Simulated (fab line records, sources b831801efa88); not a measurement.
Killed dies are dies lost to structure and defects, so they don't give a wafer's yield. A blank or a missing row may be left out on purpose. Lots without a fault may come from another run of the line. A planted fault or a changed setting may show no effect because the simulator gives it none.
fab line records | flow sky130
record lots=6 wafers=18 last_day=50
route steps=708 shown RES_XHIGH@334 SD_N@342 PAD_OPEN@708
lots that met no fault: from a run of the same line without faults
start_h: hours from the record's first day to the start of the lot's first wafer shown | wait_h: hours since the lot's step before | " the same as in the row above | L1.1+2: a row that stands for several wafers | - no value, or no start given | * or withheld: withheld | < > ~ a bound
route shown NAME@n: a module of which the file shows steps, and the number in the route of the first | usual: mean/standard deviation of fault-free wafers | same: alike in all rows | chamber/n: place in a boat | sites: the reading at each site | _std_site: their standard deviation | _edge_site: outer sites' mean less inner sites' | radius_mm: how far each site lies from the wafer's centre | mask NAME#n: copy n | behind: the tool/chamber that last shaped the wafer | hold: why the lot was held/for how many hours/how that ended | device: the transistor (n, p or np) that didn't switch | end of line: the same wafers' tests at the end of the route | a step without rows: its recipe alone | killed: dies lost to structure and defects at the first sort, not the wafer's yield | map: a wafer's dies, x killed, . not, _ none there
set.NAME: the setting as run; set.NAME@STEP: as run at that earlier step | model.NAME: the simulator's own value behind a step, which no gauge read
lots at some steps of the route; a table a step, a row a wafer
services: from which hour (start_h, from the record's first day; less than 0 if before it) a tool's chamber was out of use, for how many hours, and why
## steps
# step SKY_RES_XHIGH_COAT_02
# recipe resist=NOVOLAK spin_rpm=3000 resist_thk_nm=1140
# step SKY_RES_XHIGH_SOFTBAKE_03
# recipe temp_c=90 time_s=60 resist=NOVOLAK
# step SKY_RES_XHIGH_EXPOSE_04
# recipe mask_id=URPM na=0.6 source_shape=conventional sigma_outer=0.6 polarization=unpolarized target_cd_nm=1270 dose_mj=140
# step SKY_RES_XHIGH_PEB_05
# recipe temp_c=withheld time_s=* resist=NOVOLAK
# step SKY_RES_XHIGH_DEVELOP_06
# recipe resist=NOVOLAK developer=TMAH develop_time_s=60 dev_temp_c=23
# step SKY_RES_XHIGH_IMPLANT_07
# recipe species=BF2 energy_kev=20 dose_cm2=3.6e+14 tilt_deg=0
# step SKY_RES_XHIGH_STRIP_08
# recipe chemistry=O2/N2 power_w=1400 pressure_mtorr=1500 platen_temp_c=withheld o2_flow_sccm=3000 n2_flow_sccm=300 overash_fraction=0.5
# usual chamber_pressure_mTorr=1500.0/1.4 drypump_motor_current_A=5.5/0.4 oes_product_au=0.711/0.0045 strip_time_to_endpoint_s=14.28/0.039
# columns lot.wafer tool chamber start_h wait_h chamber_pressure_mTorr drypump_motor_current_A oes_product_au rf_hours_counter_h strip_time_to_endpoint_s
L289.1 plasma_asher-02 0 655.45 0.1 1500.3 6.0 0.717 85 14.31
L289.4 " 1 " " 1497.0 5.5 0.707 - 14.30
L289.6 " 0 " " 1501.1 6.0 0.711 - 14.33
L288.1 plasma_asher-02 0 656.27 0.1 1501.4 6.0 0.706 85 14.32
L288.4 " 0 " " 1498.9 6.0 0.711 - 14.33
L288.5 " 0 " " 1501.3 6.0 0.711 - 14.32
L296.1 plasma_asher-04 1 702.35 0.1 1500.5 5.1 0.712 54 14.27
L296.3 " 0 " " 1500.8 5.7 0.711 - 14.26
L296.5 " 1 " " 1499.5 5.1 0.708 - 14.27
L295.1 plasma_asher-04 1 702.71 0.1 1498.6 5.0 0.712 54 14.33
L295.2 " 0 " " 1499.9 5.7 0.715 54 14.36
L295.5 " 1 " " 1500.1 5.0 0.708 - 14.30
L301.1 plasma_asher-04 1 764.77 0.1 1499.1 5.1 0.718 60 14.32
L301.3 " 1 " " 1500.9 5.1 0.720 - 14.28
L301.5 " 0 " " 1500.0 5.7 0.703 - 14.30
L303.3 plasma_asher-02 0 776.04 0.1 1502.0 6.1 0.709 - 14.31
L303.5 " 0 " " 1499.1 6.0 0.711 - 14.25
L303.6 " 1 " " 1500.7 5.4 0.714 - 14.23
# step SKY_RES_XHIGH_TW_MEAS_09
# usual RES_XHIGH_TW=1646/32
# columns lot.wafer tool chamber start_h wait_h RES_XHIGH_TW
L289.1 film_metro-02 - 655.55 0.1 1635
L289.4 " - " " 1637
L289.6 " - " " 1631
L288.1 film_metro-04 - 656.37 0.1 1666
L288.4 " - " " 1670
L288.5 " - " " 1664
L296.1 film_metro-01 - 702.45 0.1 1603
L296.3 " - " " 1603
L296.5 " - " " 1600
L295.1 film_metro-01 - 702.81 0.1 1609
L295.2 " - " " 1609
L295.5 " - " " 1605
L301.1 film_metro-04 - 764.87 0.1 1676
L301.3 " - " " 1668
L301.5 " - " " 1671
L303.3 film_metro-04 - 776.13 0.1 1676
L303.5 " - " " 1669
L303.6 " - " " 1669
# step SKY_SD_N_DEHYDRATE_00
# recipe temp_c=200 time_s=60
# step SKY_SD_N_HMDS_01
# recipe prime_time_s=60 prime_temp_c=120
# step SKY_SD_N_COAT_02
# recipe resist=NOVOLAK spin_rpm=3000 resist_thk_nm=1140
# step SKY_SD_N_SOFTBAKE_03
# recipe temp_c=90 time_s=60 resist=NOVOLAK
# step SKY_SD_N_EXPOSE_04
# recipe mask_id=NSDM na=0.6 source_shape=conventional sigma_outer=0.6 polarization=unpolarized target_cd_nm=380 dose_mj=141
# columns lot.wafer tool chamber start_h wait_h mask model.SD_N.overlay_x_nm
L289.1+4+6 iline_stepper-02 0 669.46 - NSDM#0 0.02449
L288.1+4+5 iline_stepper-02 0 670.92 - NSDM#0 1.766
L296.1+3+5 iline_stepper-02 0 716.06 - NSDM#0 213.1
L295.1+2+5 iline_stepper-02 0 716.85 - NSDM#0 213.5
L301.1+3+5 iline_stepper-01 0 777.92 - NSDM#0 0.6552
L303.3+5+6 iline_stepper-01 0 788.46 - NSDM#0 0.4437
# step SKY_SD_N_PEB_05
# recipe temp_c=withheld time_s=* resist=NOVOLAK
# step SKY_SD_N_DEVELOP_06
# recipe resist=NOVOLAK developer=TMAH develop_time_s=60 dev_temp_c=23
# step SKY_SD_N_CD_MEAS_07
# recipe target_cd_nm=380
# usual cd_nm=379.6/2.4
# columns lot.wafer tool chamber start_h wait_h cd_nm
L289.1 cd_sem-01 - 683.69 0.1 375.5
L289.4 " - " " 376.4
L289.6 " - " " 377.3
L288.1 cd_sem-01 - 684.86 0.1 379.1
L288.4 " - " " 379.3
L288.5 " - " " 380.1
L296.1 cd_sem-02 - 729.70 0.1 376.2
L296.3 " - " " 377.8
L296.5 " - " " 377.2
L295.1 cd_sem-02 - 730.61 0.1 382.9
L295.2 " - " " 381.8
L295.5 " - " " 382.6
L301.1 cd_sem-02 - 790.46 0.1 379.3
L301.3 " - " " 377.5
L301.5 " - " " 380.8
L303.3 cd_sem-02 - 801.80 0.1 377.7
L303.5 " - " " 379.6
L303.6 " - " " 379.4
# step SKY_SD_N_OVL_MEAS_08
# usual SD_N_OVL=0.4/1.5
# columns lot.wafer tool chamber start_h wait_h SD_N_OVL[nm]
L289.1 overlay-01 - 683.81 0.1 1.4
L289.4 " - " " 1.2
L289.6 " - " " 1.8
L288.1 overlay-01 - 684.98 0.1 1.7
L288.4 " - " " 1.8
L288.5 " - " " 3.3
L296.1 overlay-01 - 729.82 0.1 213.3
L296.3 " - " " 212.7
L296.5 " - " " 214.5
L295.1 overlay-02 - 730.73 0.1 214.3
L295.2 " - " " 214.3
L295.5 " - " " 212.2
L301.1 overlay-01 - 790.58 0.1 1.9
L301.3 " - " " 0.8
L301.5 " - " " 1.7
L303.3 overlay-01 - 801.89 0.1 2.2
L303.5 " - " " 2.6
L303.6 " - " " 2.4
# step SKY_SD_N_IMPLANT_09
# recipe species=As energy_kev=50 dose_cm2=4e+15 tilt_deg=0
# step SKY_PAD_OPEN_PROBE_99
# usual killed_at_M0_to_M3=45/7.5 killed_at_M4_up=2.8/1.9 killed_at_contacts=25/5.5 killed_at_front_end=14/4 killed_at_other=0.3/0.75 killed_dies=87/9.4 killed_on_rim=17/3.8 killed_open=47/6.6 killed_short=39/6.6
# same gross_dies=492 killed_at_back_side=0
# columns lot.wafer tool chamber start_h wait_h killed_at_M0_to_M3 killed_at_M4_up killed_at_contacts killed_at_front_end killed_at_other killed_dies killed_on_rim killed_open killed_short
L288.1 prober-01 - 1108.34 0.1 33 11 23 19 0 86 14 47 34
L288.4 prober-01 - 1108.49 0.2 41 4 29 16 0 90 18 43 47
L288.5 prober-01 - 1108.54 0.2 54 3 27 10 0 94 17 49 45
L296.1 prober-01 - 1138.62 0.1 44 2 24 422 0 492 96 46 42
L296.3 prober-01 - 1138.72 0.2 49 1 21 420 0 491 96 50 38
L296.5 prober-01 - 1138.82 0.2 61 1 26 403 1 492 96 66 46
L295.1 prober-02 - 1139.63 0.1 41 4 18 429 0 492 96 45 31
L295.2 prober-02 - 1139.68 0.1 38 5 21 428 0 492 96 48 35
L295.5 prober-02 - 1139.83 0.2 34 2 24 432 0 492 96 46 36
L301.1 prober-02 - 1181.93 0.1 39 4 28 12 0 83 11 48 35
L301.3 prober-02 - 1182.03 0.2 43 3 28 12 0 86 20 54 32
L301.5 prober-02 - 1182.13 0.2 50 0 19 15 0 84 11 50 34
L303.3 prober-02 - 1188.17 0.2 46 1 22 15 0 84 19 48 36
L303.5 prober-02 - 1188.27 0.2 41 6 30 12 1 90 16 46 44
L303.6 prober-02 - 1188.32 0.2 45 4 26 10 0 85 18 44 41
# killed by level:class
L288.1 VIA1:geometric_particle:open=9 CONTACT:geometric_particle:open=8 LI_CONTACT:geometric_particle:open=7 VIA2:geometric_particle:open=7 FIELD_ISO:geometric_particle:open=5 METAL4:geometric_particle:short=5 VIA4:area_etch=5 LOCAL_INTERCONNECT:geometric_particle:short=4
L288.4 CONTACT:geometric_particle:open=13 VIA1:geometric_particle:short=7 METAL2:geometric_particle:short=6 VIA2:geometric_particle:open=6 VIA1:geometric_particle:open=5 METAL1:geometric_particle:short=5 CONTACT:geometric_particle:short=5 VIA2:geometric_particle:short=5
L288.5 VIA1:geometric_particle:open=11 LI_CONTACT:geometric_particle:open=11 METAL2:geometric_particle:short=8 VIA2:geometric_particle:open=8 VIA1:geometric_particle:short=7 LOCAL_INTERCONNECT:geometric_particle:short=6 VIA3:geometric_particle:open=6 CONTACT:geometric_particle:open=5
L296.1 SD_N:overlay=404 LI_CONTACT:geometric_particle:open=9 VIA1:geometric_particle:open=8 VIA3:geometric_particle:open=7 LOCAL_INTERCONNECT:geometric_particle:short=6 METAL1:geometric_particle:short=5 CONTACT:geometric_particle:open=5 FIELD_ISO:geometric_particle:short=4
L296.3 SD_N:overlay=403 VIA1:geometric_particle:open=10 METAL1:geometric_particle:short=8 CONTACT:geometric_particle:open=8 VIA3:geometric_particle:open=8 FIELD_ISO:geometric_particle:open=6 CONTACT:geometric_particle:short=6 VIA2:geometric_particle:open=6
L296.5 SD_N:overlay=380 VIA1:geometric_particle:open=17 FIELD_ISO:geometric_particle:open=10 CONTACT:geometric_particle:open=9 LI_CONTACT:geometric_particle:open=8 METAL1:geometric_particle:short=7 METAL2:geometric_particle:short=7 VIA3:geometric_particle:open=7
L295.1 SD_N:overlay=416 VIA1:geometric_particle:open=11 CONTACT:geometric_particle:open=7 LI_CONTACT:geometric_particle:open=6 VIA1:geometric_particle:short=6 VIA3:geometric_particle:open=6 FIELD_ISO:geometric_particle:open=4 VIA2:geometric_particle:short=4
L295.2 SD_N:overlay=409 VIA3:geometric_particle:open=12 VIA1:geometric_particle:open=8 CONTACT:geometric_particle:open=7 LI_CONTACT:geometric_particle:open=6 FIELD_ISO:geometric_particle:short=5 CONTACT:geometric_particle:short=5 FIELD_ISO:geometric_particle:open=4
L295.5 SD_N:overlay=410 CONTACT:geometric_particle:open=12 VIA1:geometric_particle:open=8 FIELD_ISO:geometric_particle:open=7 POLY_GATE:geometric_particle:short=6 VIA2:geometric_particle:open=6 METAL1:geometric_particle:short=5 POLY_GATE:geometric_particle:open=4
L301.1 CONTACT:geometric_particle:open=15 VIA1:geometric_particle:open=13 FIELD_ISO:geometric_particle:open=5 VIA3:geometric_particle:open=5 LOCAL_INTERCONNECT:geometric_particle:short=5 METAL1:geometric_particle:short=5 LI_CONTACT:geometric_particle:open=4 METAL4:geometric_particle:short=4
L301.3 LI_CONTACT:geometric_particle:open=9 CONTACT:geometric_particle:open=9 VIA3:geometric_particle:open=9 VIA1:geometric_particle:open=8 VIA2:geometric_particle:open=8 LOCAL_INTERCONNECT:geometric_particle:short=6 FIELD_ISO:geometric_particle:open=5 VIA1:geometric_particle:short=5
L301.5 VIA1:geometric_particle:open=12 CONTACT:geometric_particle:open=9 LI_CONTACT:geometric_particle:open=7 VIA1:geometric_particle:short=7 METAL1:geometric_particle:short=6 VIA2:geometric_particle:open=6 VIA3:geometric_particle:open=6 FIELD_ISO:geometric_particle:open=5
L303.3 VIA1:geometric_particle:open=10 CONTACT:geometric_particle:open=8 LI_CONTACT:geometric_particle:open=7 POLY_GATE:geometric_particle:open=5 VIA1:geometric_particle:short=5 VIA2:geometric_particle:open=5 VIA3:geometric_particle:open=5 METAL1:geometric_particle:short=4
L303.5 VIA1:geometric_particle:open=11 CONTACT:geometric_particle:open=8 LOCAL_INTERCONNECT:geometric_particle:short=7 LI_CONTACT:geometric_particle:open=6 POLY_GATE:geometric_particle:open=5 VIA2:geometric_particle:short=5 METAL4:geometric_particle:short=5 FIELD_ISO:geometric_particle:short=4
L303.6 VIA1:geometric_particle:open=10 VIA2:geometric_particle:open=10 LI_CONTACT:geometric_particle:open=9 CONTACT:geometric_particle:short=7 VIA1:geometric_particle:short=5 FIELD_ISO:geometric_particle:short=4 LOCAL_INTERCONNECT:geometric_particle:short=4 VIA2:geometric_particle:short=4
# map L295.1 (x killed, . not)
__________xxxxxxxxxx_________
________xxxxxxxxxxxxxx_______
______xxxxxxxxxxxxxxxxxx_____
_____xxxxxxxxxxxxxxxxxxxx____
____xxxxxxxxxxxxxxxxxxxxxx___
___xxxxxxxxxxxxxxxxxxxxxxxx__
__xxxxxxxxxxxxxxxxxxxxxxxxxx_
_xxxxxxxxxxxxxxxxxxxxxxxxxxxx
_xxxxxxxxxxxxxxxxxxxxxxxxxxxx
_xxxxxxxxxxxxxxxxxxxxxxxxxxxx
_xxxxxxxxxxxxxxxxxxxxxxxxxxxx
_xxxxxxxxxxxxxxxxxxxxxxxxxxxx
_xxxxxxxxxxxxxxxxxxxxxxxxxxxx
_xxxxxxxxxxxxxxxxxxxxxxxxxxxx
_xxxxxxxxxxxxxxxxxxxxxxxxxxxx
__xxxxxxxxxxxxxxxxxxxxxxxxxx_
___xxxxxxxxxxxxxxxxxxxxxxxx__
____xxxxxxxxxxxxxxxxxxxxxx___
_____xxxxxxxxxxxxxxxxxxxx____
______xxxxxxxxxxxxxxxxxx_____
________xxxxxxxxxxxxxx_______
__________xxxxxxxxxx_________
# map L296.1 (x killed, . not)
__________xxxxxxxxxx_________
________xxxxxxxxxxxxxx_______
______xxxxxxxxxxxxxxxxxx_____
_____xxxxxxxxxxxxxxxxxxxx____
____xxxxxxxxxxxxxxxxxxxxxx___
___xxxxxxxxxxxxxxxxxxxxxxxx__
__xxxxxxxxxxxxxxxxxxxxxxxxxx_
_xxxxxxxxxxxxxxxxxxxxxxxxxxxx
_xxxxxxxxxxxxxxxxxxxxxxxxxxxx
_xxxxxxxxxxxxxxxxxxxxxxxxxxxx
_xxxxxxxxxxxxxxxxxxxxxxxxxxxx
_xxxxxxxxxxxxxxxxxxxxxxxxxxxx
_xxxxxxxxxxxxxxxxxxxxxxxxxxxx
_xxxxxxxxxxxxxxxxxxxxxxxxxxxx
_xxxxxxxxxxxxxxxxxxxxxxxxxxxx
__xxxxxxxxxxxxxxxxxxxxxxxxxx_
___xxxxxxxxxxxxxxxxxxxxxxxx__
____xxxxxxxxxxxxxxxxxxxxxx___
_____xxxxxxxxxxxxxxxxxxxx____
______xxxxxxxxxxxxxxxxxx_____
________xxxxxxxxxxxxxx_______
__________xxxxxxxxxx_________
## services
# columns tool chamber start_h hours kind
iline_stepper-02 - 641.29 2.9 repair
iline_stepper-02 - 655.66 1.7 pm
plasma_asher-02 - 696.93 8.1 repair
iline_stepper-01 - 730.96 1.7 pm
iline_stepper-01 - 759.47 2.6 repair
## key
first_sign step=SKY_SD_N_OVL_MEAS_08 reading=SD_N_OVL direction=up sigmas=99+ usual=0.4 struck=213.6
effect step=SKY_PAD_OPEN_PROBE_99 reading=killed_at_front_end direction=up sigmas=99+ usual=14 struck=422
model_effect step=SKY_SD_N_EXPOSE_04 value=SD_N.overlay_x_nm without=-0.6593 struck=213.3
more_kills_born_at SKY_SD_N_EXPOSE_04@iline_stepper-02=2422
met_at SKY_SD_N_EXPOSE_04
struck_wafers L295.1,L295.2,L295.5,L296.1,L296.3,L296.5
tester_left_out L295,L296
onset_between 670.92 716.06
fault kind=scanner_matching_overlay tool=iline_stepper-02 chamber=- onset_h=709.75 steps=SKY_SD_N_EXPOSE_04 offset=213.93
# tester_left_out: of these lots the tester's yield and bins aren't shown, on N5 and GAA mostly nor the transistor test; their killed dies are dies lost to structure and defects alone, not to doping, threshold or leakage, so they don't give the yield
